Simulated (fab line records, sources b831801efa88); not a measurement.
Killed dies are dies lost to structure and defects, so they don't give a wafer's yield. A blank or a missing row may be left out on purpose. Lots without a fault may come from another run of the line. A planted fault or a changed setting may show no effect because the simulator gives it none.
fab line records | flow sky130 | part 2 of 2: steps 29 to 37 of 37
record lots=5 wafers=15 last_day=49
route steps=708 shown LOCAL_INTERCONNECT@401 CONTACT@406 METAL1@434
lots that met no fault: from a run of the same line without faults
start_h: hours from the record's first day to the start of the lot's first wafer shown | wait_h: hours since the lot's step before | " the same as in the row above | L1.1+2: a row that stands for several wafers | - no value, or no start given | * or withheld: withheld | < > ~ a bound
route shown NAME@n: a module of which the file shows steps, and the number in the route of the first | usual: mean/standard deviation of fault-free wafers | same: alike in all rows | chamber/n: place in a boat | sites: the reading at each site | _std_site: their standard deviation | _edge_site: outer sites' mean less inner sites' | radius_mm: how far each site lies from the wafer's centre | mask NAME#n: copy n | behind: the tool/chamber that last shaped the wafer | hold: why the lot was held/for how many hours/how that ended | device: the transistor (n, p or np) that didn't switch | end of line: the same wafers' tests at the end of the route | a step without rows: its recipe alone | killed: dies lost to structure and defects at the first sort, not the wafer's yield | map: a wafer's dies, x killed, . not, _ none there
set.NAME: the setting as run; set.NAME@STEP: as run at that earlier step | model.NAME: the simulator's own value behind a step, which no gauge read
lots at some steps of the route; a table a step, a row a wafer
services: from which hour (start_h, from the record's first day; less than 0 if before it) a tool's chamber was out of use, for how many hours, and why
## steps
# step SKY_CONTACT_SPUTTER_23
# recipe material=TiN target_thk_nm=20 chamber_pressure_pa=5 power_w=4000 time_s=80
# usual throttle_valve_pct=29.6/1.3
# columns lot.wafer tool chamber start_h wait_h throttle_valve_pct
L079.1 pvd_sputter-01 - 777.16 0.0 31.4
L079.2 " - " " 30.2
L079.3 " - " " 27.9
L081.2 pvd_sputter-02 - 801.56 0.0 31.5
L081.4 " - " " 27.8
L081.5 " - " " 31.6
L084.2 pvd_sputter-02 - 812.45 0.0 29.9
L084.3 " - " " 27.7
L084.4 " - " " 30.5
L087.1 pvd_sputter-01 - 849.62 0.0 28.0
L087.2 " - " " 30.8
L087.6 " - " " 27.8
L092.3 pvd_sputter-03 - 868.89 0.0 31.0
L092.4 " - " " 28.4
L092.5 " - " " 29.5
# step SKY_CONTACT_CVD_24
# recipe material=W target_thk_nm=340 time_s=102.12 temp_c=400 pressure_torr=40
# usual heater_power_w=841/35
# columns lot.wafer tool chamber start_h wait_h heater_power_w
L079.1 cvd_w-01 0 777.23 0.0 829
L079.2 " 1 " " 867
L079.3 " 0 " " 837
L081.2 cvd_w-01 1 801.63 0.0 855
L081.4 " 1 " " 854
L081.5 " 0 " " 847
L084.2 cvd_w-01 0 812.51 0.0 858
L084.3 " 0 " " 844
L084.4 " 1 " " 895
L087.1 cvd_w-02 0 849.68 0.0 764
L087.2 " 1 " " 853
L087.6 " 1 " " 847
L092.3 cvd_w-01 1 868.98 0.1 858
L092.4 " 0 " " 847
L092.5 " 1 " " 855
# step SKY_CONTACT_RS_MEAS_25
# recipe thk_meas_gauge=four-point-probe reads=W_of_CONTACT_CVD_24+TiN_of_CONTACT_SPUTTER_23
# usual CONTACT_W_RS=0.336/0.0037
# columns lot.wafer tool chamber start_h wait_h CONTACT_W_RS[ohm/sq]
L079.1 film_metro-04 - 777.36 0.1 0.340
L079.2 " - " " 0.340
L079.3 " - " " 0.341
L081.2 film_metro-04 - 801.76 0.1 0.333
L081.4 " - " " 0.332
L081.5 " - " " 0.336
L084.2 film_metro-04 - 812.65 0.1 0.338
L084.3 " - " " 0.338
L084.4 " - " " 0.338
L087.1 film_metro-01 - 849.79 0.1 0.340
L087.2 " - " " 0.341
L087.6 " - " " 0.335
L092.3 film_metro-04 - 869.10 0.1 0.344
L092.4 " - " " 0.334
L092.5 " - " " 0.335
# step SKY_CONTACT_THK_MEAS_26
# recipe thk_meas_gauge=xrf reads=W_of_CONTACT_CVD_24
# usual CONTACT_W_THK=349/5.5
# columns lot.wafer tool chamber start_h wait_h CONTACT_W_THK[nm]
L079.1 film_metro-04 - 777.48 0.1 346
L079.2 " - " " 345
L079.3 " - " " 346
L081.2 film_metro-04 - 801.87 0.1 356
L081.4 " - " " 357
L081.5 " - " " 355
L084.2 film_metro-04 - 812.76 0.1 350
L084.3 " - " " 350
L084.4 " - " " 348
L087.1 film_metro-01 - 849.91 0.1 341
L087.2 " - " " 340
L087.6 " - " " 345
L092.3 film_metro-04 - 869.20 0.1 338
L092.4 " - " " 348
L092.5 " - " " 347
# step SKY_CONTACT_CMP_27
# recipe stop_on=SiO2 t_overpolish_s=15 down_force_psi=3.5 platen_rpm=60 target_thk_nm=0 pad_velocity_m_s=0.94248
# usual motor_current_A=11.1/1.2 overpolish_run_s=15.000/0.0087 time_to_endpoint_s=83/3.7
# columns lot.wafer tool chamber start_h wait_h motor_current_A overpolish_run_s time_to_endpoint_s
L079.3 cmp-01 0 777.59 0.1 12.1 14.989 80
L079.1 " 1 " " 11.6 15.004 82
L079.2 " 2 " " 11.6 14.993 81
L081.4 cmp-01 1 801.92 0.0 11.5 15.001 82
L081.2 " 3 " " 8.9 15.000 83
L081.5 " 2 " " 10.8 15.018 84
L084.2 cmp-02 1 812.81 0.0 12.1 14.991 83
L084.4 " 3 " " 12.0 14.993 87
L084.3 " 0 " " 9.0 14.998 84
L087.2 cmp-01 3 850.07 0.1 9.2 14.993 80
L087.1 " 0 " " 13.1 14.998 78
L087.6 " 2 " " 11.7 14.993 82
L092.4 cmp-01 0 869.42 0.2 12.5 15.007 79
L092.3 " 2 " " 11.4 14.988 80
L092.5 " 0 " " 12.5 15.013 81
# step SKY_METAL1_SPUTTER_00
# recipe material=Ti target_thk_nm=15 power_w=3000 time_s=10 chamber_pressure_pa=0.4
# usual throttle_valve_pct=30.1/1.3
# columns lot.wafer tool chamber start_h wait_h throttle_valve_pct
L079.1 pvd_sputter-03 - 777.84 0.1 28.8
L079.2 " - " " 29.7
L079.3 " - " " 31.1
L081.2 pvd_sputter-04 - 802.22 0.1 32.1
L081.4 " - " " 30.8
L081.5 " - " " 28.4
L084.2 pvd_sputter-03 - 813.11 0.2 28.6
L084.3 " - " " 29.5
L084.4 " - " " 29.5
L087.1 pvd_sputter-02 - 850.27 0.1 27.6
L087.2 " - " " 31.6
L087.6 " - " " 30.5
L092.3 pvd_sputter-02 - 869.72 0.1 31.4
L092.4 " - " " 27.7
L092.5 " - " " 27.8
# step SKY_METAL1_SPUTTER_01
# recipe material=TiN target_thk_nm=20 power_w=6500 time_s=16.7 chamber_pressure_pa=0.4
# usual throttle_valve_pct=30.2/1.3
# columns lot.wafer tool chamber start_h wait_h throttle_valve_pct
L079.1 pvd_sputter-03 - 777.86 0.0 28.3
L079.2 " - " " 29.7
L079.3 " - " " 31.1
L081.2 pvd_sputter-04 - 802.24 0.0 32.2
L081.4 " - " " 31.1
L081.5 " - " " 28.4
L084.2 pvd_sputter-03 - 813.13 0.0 28.8
L084.3 " - " " 29.6
L084.4 " - " " 29.5
L087.1 pvd_sputter-02 - 850.30 0.0 27.9
L087.2 " - " " 31.5
L087.6 " - " " 30.8
L092.3 pvd_sputter-02 - 869.74 0.0 31.5
L092.4 " - " " 27.8
L092.5 " - " " 27.6
# step SKY_METAL1_SPUTTER_02
# recipe material=AlCu target_thk_nm=250 power_w=10600 time_s=13.3 chamber_pressure_pa=0.4
# usual throttle_valve_pct=30.1/1.3
# columns lot.wafer tool chamber start_h wait_h throttle_valve_pct
L079.1 pvd_sputter-03 - 777.89 0.0 28.5
L079.2 " - " " 29.4
L079.3 " - " " 31.4
L081.2 pvd_sputter-04 - 802.26 0.0 32.1
L081.4 " - " " 30.9
L081.5 " - " " 28.6
L084.2 pvd_sputter-03 - 813.15 0.0 28.5
L084.3 " - " " 29.4
L084.4 " - " " 29.1
L087.1 pvd_sputter-02 - 850.32 0.0 27.8
L087.2 " - " " 31.4
L087.6 " - " " 30.5
L092.3 pvd_sputter-02 - 869.76 0.0 31.6
L092.4 " - " " 27.7
L092.5 " - " " 27.7
# step SKY_METAL1_SPUTTER_03
# recipe material=Ti target_thk_nm=5 power_w=3000 time_s=3.3 chamber_pressure_pa=0.4
# usual throttle_valve_pct=30.1/1.3
# columns lot.wafer tool chamber start_h wait_h throttle_valve_pct
L079.1 pvd_sputter-03 - 777.91 0.0 28.4
L079.2 " - " " 29.6
L079.3 " - " " 31.2
L081.2 pvd_sputter-04 - 802.29 0.0 32.2
L081.4 " - " " 31.2
L081.5 " - " " 28.4
L084.2 pvd_sputter-03 - 813.18 0.0 28.6
L084.3 " - " " 29.5
L084.4 " - " " 29.5
L087.1 pvd_sputter-02 - 850.35 0.0 28.1
L087.2 " - " " 31.5
L087.6 " - " " 30.3
L092.3 pvd_sputter-02 - 869.79 0.0 31.3
L092.4 " - " " 27.8
L092.5 " - " " 27.9
## services
# columns tool chamber start_h hours kind
cvd_w-01 1 731.79 11.5 repair
rie_metal-01 - 734.26 2.8 pm
cmp-02 - 744.34 4.0 pm
cvd_w-01 1 744.96 3.1 repair
pvd_sputter-04 - 771.44 3.4 repair
cmp-01 - 771.98 0.6 repair
cmp-02 - 783.56 4.6 pm
pvd_sputter-04 - 783.80 4.6 repair
cmp-01 - 787.74 0.5 repair
cmp-02 - 788.29 11.5 pm
krf_scanner-01 - 790.82 1.3 pm
rie_diel-04 3 794.43 4.7 repair
pvd_sputter-04 - 814.13 1.9 repair
cmp-02 - 823.24 1.2 repair
krf_scanner-01 - 824.59 0.8 pm
hdpcvd-01 - 843.93 1.3 repair
hdpcvd-01 - 845.79 1.1 repair
pvd_sputter-03 - 846.57 15.1 repair
cmp-01 - 850.40 16.3 repair
pvd_sputter-03 - 854.84 0.6 repair
cmp-01 - 863.52 0.5 repair
cmp-02 - 863.59 28.5 repair
wet_bench-01 - 863.71 0.6 repair
krf_scanner-01 - 867.47 0.3 repair
